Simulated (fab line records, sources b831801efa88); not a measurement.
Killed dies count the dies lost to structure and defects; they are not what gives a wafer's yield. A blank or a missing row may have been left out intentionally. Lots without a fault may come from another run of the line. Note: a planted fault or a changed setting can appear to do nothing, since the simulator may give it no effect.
Code-filled problem report in 8D (eight disciplines) form    flow gf180mcu    the parts of the form that need people (team, actions taken, sign-off) are left out

## 1. WHAT IS WRONG
At GF_V3_DEVELOP_13, developer temp C averages 18.88 C over 6 wafers from 2 lots, while fault-free wafers read 20.98 C, standard deviation 0.094. Relative to the usual mean, that is a shift of -22 standard deviations.
The step: develop time 60 s.
First observed at day 25 02:41: wafer L902.2, on litho track-02. At this step, 42 wafers from 14 lots have a number in the record. Rule for "out", or "out of limits": more than 4 standard deviations from the usual mean. Any other wafer with a number is counted as sound.

## 2. WHAT THIS IS AND IS NOT
question                     is                      is not
which readings at this step  developer temp C        -
which lots                   L902, L905              L894, L895, L896, L897, L898, L907, L908, L911, L912, L913, L914, L915
which wafers of those lots   all that have a number  -
read on which tools          litho track-02          litho track-03, litho track-04
when                         from day 25 02:41       up to then (15 sound wafers); but 21 sound wafers of L907, L908, L911, L912, L913, L914, L915 came after

## 3. WHAT RULES OUT EACH SUSPECT
Counting: a tool stays on the suspect list if, at a process step up to the reading, it processed all lots that are out and no sound lot following the first of them.
- litho track-02 at GF_V3_DEVELOP_13 (develop time 60 s): kept. It ran every lot that is out, first L902 (day 25 02:41), and no sound lot after that. Its own developer temp C readings are out on those wafers.
After counting, what remains is litho track-02 at GF_V3_DEVELOP_13.

## 4. THE CAUSE (what the simulator had put in)
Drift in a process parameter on litho track-02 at GF_V3_DEVELOP_13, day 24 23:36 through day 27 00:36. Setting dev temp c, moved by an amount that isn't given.
After counting, this tool was the only one left.

## 5. THE CHAIN OF EFFECTS, in route order
Each row: a reading whose mean over the struck wafers that have a number lies more than 3 standard deviations from the usual. Only readings whose record carries a usual standard deviation are examined. hours: median over the lots of the time between each lot's start at the first step of this table that gives one and its start at this step. sigmas: the change, counted in usual standard deviations.
hours  step              reading           usual    on struck wafers  change  sigmas
0      GF_V3_DEVELOP_13  developer temp C  20.98 C  18.88             -2.10   -22
It contains these process steps:
- GF_V3_DEVELOP_13: develop time 60 s.

## 6. WHAT WOULD HAVE CAUGHT IT SOONER
In this record no reading fell out of limits until day 25 02:41, 3 hours after the fault had begun at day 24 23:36.
